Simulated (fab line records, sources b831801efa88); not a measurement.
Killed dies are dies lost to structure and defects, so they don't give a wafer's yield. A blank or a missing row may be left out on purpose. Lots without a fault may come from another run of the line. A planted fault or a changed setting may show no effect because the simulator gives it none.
Which tool did it? | flow sky130 | 6 lots, 18 wafers sampled, at 1 step of a route of 708

WHAT THE GAUGES READ, wafer by wafer
SKY_LOCAL_INTERCONNECT_OVL_MEAS_12.
lot  | measured     | on         | LOCAL_INTERCONNECT_OVL (nm)
L794 | day 32 20:08 | overlay-02 | 1 6 12
L797 | day 33 02:16 | overlay-01 | 1 3 4
L801 | day 33 08:56 | overlay-01 | -5 -4 0
L804 | day 38 15:17 | overlay-01 | -9 -3 5
L811 | day 39 10:44 | overlay-02 | -3 -5 -2
L812 | day 39 13:16 | overlay-01 | 6 7 7

WHICH TOOL RAN EACH LOT (tool, then ch and the chambers of the sampled wafers, then the start)
The record holds no process step before these readings.

THE ANSWER, worked out from the rows above alone
Rule: what is usual is taken from the lots themselves. Put in order of their means at a reading, lots are off if they are a third of the lots or fewer, leave a main group of 4 or more, and stand apart from it by a gap of 3 or more times the standard deviation of the main group's means; of several such gaps the widest counts. A main group whose means are all the same, to the digits that the tables above print for the reading, isn't used. A lot without any number at a reading at which 4 lots or more have one is off too. The other lots that the step has rows for count as sound.
No lot is off at any reading shown: from this, nothing can be told.

WHAT THE SIMULATOR HAD PUT IN
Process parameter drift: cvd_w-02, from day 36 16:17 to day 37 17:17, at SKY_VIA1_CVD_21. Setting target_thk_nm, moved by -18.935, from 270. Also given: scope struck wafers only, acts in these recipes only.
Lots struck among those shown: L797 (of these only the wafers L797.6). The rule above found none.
